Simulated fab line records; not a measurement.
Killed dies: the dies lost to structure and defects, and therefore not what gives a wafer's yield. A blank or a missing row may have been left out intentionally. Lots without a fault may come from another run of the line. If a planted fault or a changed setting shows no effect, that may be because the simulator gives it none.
What tool caused it?	flow gf180mcu	11 lots with 33 wafers sampled at 6 steps, on a route of 602 steps

## WHAT THE GAUGES SHOWED, per wafer
GF_LVPWELL_TW_MEAS_11.
lot	measured	on	LVPWELL_TW
L972	day 4 02:04	film_metro-04	558 560 558
L973	day 4 07:53	film_metro-03	552 551 549
L976	day 5 00:50	film_metro-01	568 568 569
L978	day 5 13:37	film_metro-04	560 560 561
L984	day 6 22:14	film_metro-04	561 562 559
L989	day 8 02:38	film_metro-04	567 564 567
L990	day 8 08:52	film_metro-04	567 563 564
L991	day 8 13:25	film_metro-04	566 569 564
L992	day 8 18:29	film_metro-01	575 573 572
L993	day 9 01:08	film_metro-03	553 552 552
L994	day 9 07:11	film_metro-01	569 570 566

GF_VT_IMPLANT_OVL_MEAS_18.
lot	measured	on	VT_IMPLANT_01_OVL (nm)
L972	day 6 11:02	overlay-01	-1.6 -0.3 0.1
L973	day 6 17:44	overlay-01	3.5 0.5 1.9
L976	day 7 14:08	overlay-02	0.2 0.4 -1.0
L978	day 8 03:28	overlay-02	2.8 0.2 2.4
L984	day 9 16:09	overlay-01	- - -
L989	day 10 22:38	overlay-01	-0.5 -0.1 -1.1
L990	day 11 06:43	overlay-01	-3.0 -0.4 -0.1
L991	day 11 09:58	overlay-01	1.0 -0.8 -1.8
L992	day 11 15:57	overlay-02	0.4 0.2 -1.3
L993	day 11 23:32	overlay-02	-0.1 0.8 -0.1
L994	day 12 05:38	overlay-02	0.4 1.7 1.9

GF_VT_IMPLANT_TW_MEAS_21.
lot	measured	on	VT_IMPLANT_2_TW
L972	day 6 11:20	film_metro-02	1222 1217 1220
L973	day 6 18:01	film_metro-03	1203 1205 1209
L976	day 7 14:25	film_metro-04	1230 1227 1228
L978	day 8 03:46	film_metro-03	1205 1201 1204
L984	day 9 16:27	film_metro-02	30 30 30
L989	day 10 22:55	film_metro-02	1216 1214 1210
L990	day 11 07:01	film_metro-02	1208 1206 1208
L991	day 11 10:16	film_metro-02	1209 1211 1211
L992	day 11 16:15	film_metro-03	1210 1205 1203
L993	day 11 23:50	film_metro-02	1205 1215 1209
L994	day 12 05:56	film_metro-02	1212 1204 1211

GF_VT_IMPLANT_TW_MEAS_32.
lot	measured	on	VT_IMPLANT_3_TW
L972	day 7 03:05	film_metro-03	265.2 265.0 267.5
L973	day 7 09:56	film_metro-03	266.0 265.6 265.2
L976	day 8 06:37	film_metro-02	269.7 268.1 267.6
L978	day 8 20:43	film_metro-03	267.0 266.8 267.3
L984	day 10 10:05	film_metro-03	1202.4 1206.8 1207.3
L989	day 11 16:25	film_metro-03	267.4 266.8 265.9
L990	day 12 00:25	film_metro-02	265.5 268.0 268.2
L991	day 12 03:49	film_metro-02	266.5 267.1 267.0
L992	day 12 09:45	film_metro-03	267.7 267.5 267.8
L993	day 12 17:17	film_metro-02	266.9 267.1 266.6
L994	day 13 00:53	film_metro-02	266.9 267.2 266.4

## WHICH TOOL RAN EACH LOT (tool, then ch and the chambers of the sampled wafers, then the start)
lot	GF_DNWELL_STRIP_08	GF_VT_IMPLANT_EXPOSE_15
L972	plasma_asher-04 ch 1, day 2 23:31	iline_stepper-02 ch 0, day 6 04:08
L973	plasma_asher-02 ch 0,1, day 3 04:59	iline_stepper-01 ch 0, day 6 10:22
L976	plasma_asher-03 ch 0,1, day 3 20:47	iline_stepper-02 ch 0, day 7 06:38
L978	plasma_asher-02 ch 0,1, day 4 09:13	iline_stepper-01 ch 0, day 7 19:37
L984	plasma_asher-03 ch 0,1, day 5 15:25	iline_stepper-02 ch 0, day 9 07:50
L989	plasma_asher-02 ch 0,1, day 6 18:44	iline_stepper-02 ch 0, day 10 14:20
L990	plasma_asher-03 ch 0,1, day 6 23:35	iline_stepper-02 ch 0, day 10 22:18
L991	plasma_asher-03 ch 0,1, day 7 04:19	iline_stepper-02 ch 0, day 11 02:10
L992	plasma_asher-03 ch 0,1, day 7 10:10	iline_stepper-01 ch 0, day 11 07:30
L993	plasma_asher-02 ch 0,1, day 7 15:37	iline_stepper-02 ch 0, day 11 14:53
L994	plasma_asher-04 ch 0,1, day 7 20:52	iline_stepper-02 ch 0, day 11 21:39
- GF_DNWELL_STRIP_08: strips in O2/N2.
- GF_VT_IMPLANT_EXPOSE_15: exposes mask Nwell LV AREA, target cd 860 nm.

## AS READ BY THE TOOLS THEMSELVES (means over the sampled wafers that have a number; for cases with no such wafer, the mark the record gives instead)
GF_DNWELL_STRIP_08.
lot	tool	drypump_motor_current_A (A)	heater_power_w (W)	oes_product_au (a.u.)	strip_time_to_endpoint_s (s)
L972	plasma_asher-04	5.42	312	0.725	36.99
L973	plasma_asher-02	5.40	324	0.723	36.96
L976	plasma_asher-03	5.46	329	0.724	36.92
L978	plasma_asher-02	5.39	327	0.722	36.96
L984	plasma_asher-03	5.32	348	0.717	36.86
L989	plasma_asher-02	5.42	339	0.721	36.89
L990	plasma_asher-03	5.34	341	0.717	36.99
L991	plasma_asher-03	5.34	343	0.726	36.78
L992	plasma_asher-03	5.45	328	0.721	37.00
L993	plasma_asher-02	5.39	340	0.722	36.86
L994	plasma_asher-04	5.49	294	0.725	36.99

GF_VT_IMPLANT_EXPOSE_15.
lot	tool	stage_vel_mm_s (mm/s)
L972	iline_stepper-02	500.32
L973	iline_stepper-01	499.93
L976	iline_stepper-02	500.11
L978	iline_stepper-01	499.80
L984	iline_stepper-02	499.83
L989	iline_stepper-02	500.36
L990	iline_stepper-02	499.95
L991	iline_stepper-02	499.96
L992	iline_stepper-01	499.73
L993	iline_stepper-02	500.10
L994	iline_stepper-02	500.11

## THE ANSWER, worked out from the rows above alone
Rule: usual is defined by the lots themselves. The widest of any qualifying gaps counts: lots, ordered by their means at a reading, are off when they make up no more than a third of the lots, leave a main group of 4 or more, and stand apart from it by 3 or more times the standard deviation of that group's means. Not used: any main group whose means are identical at the precision the tables above print for the reading. A lot without any number at a reading at which 4 lots or more have one is off too. The other lots that the step has rows for count as sound. After the gauges, taken in route order, come the tools' own readings; for these a lot's mean is taken, as printed above. At the first step where some lot is off, the reading lying furthest off is the one used; lots without a number count as furthest.
Off: at GF_VT_IMPLANT_OVL_MEAS_18 (VT_IMPLANT_01_OVL), L984. Without a number there: L984. Main group: mean 0.2 nm, sd 1.
If a tool, at a process step before that reading, ran all the lots that are off and no sound lot after the first of them, it fits. The gauges at GF_VT_IMPLANT_OVL_MEAS_18 aren't tried: what is off there is off at GF_VT_IMPLANT_TW_MEAS_21 too, on other tools, and a gauge's error can't cause that. None of those tried fits.

## WHAT HAD BEEN PUT IN BY THE SIMULATOR
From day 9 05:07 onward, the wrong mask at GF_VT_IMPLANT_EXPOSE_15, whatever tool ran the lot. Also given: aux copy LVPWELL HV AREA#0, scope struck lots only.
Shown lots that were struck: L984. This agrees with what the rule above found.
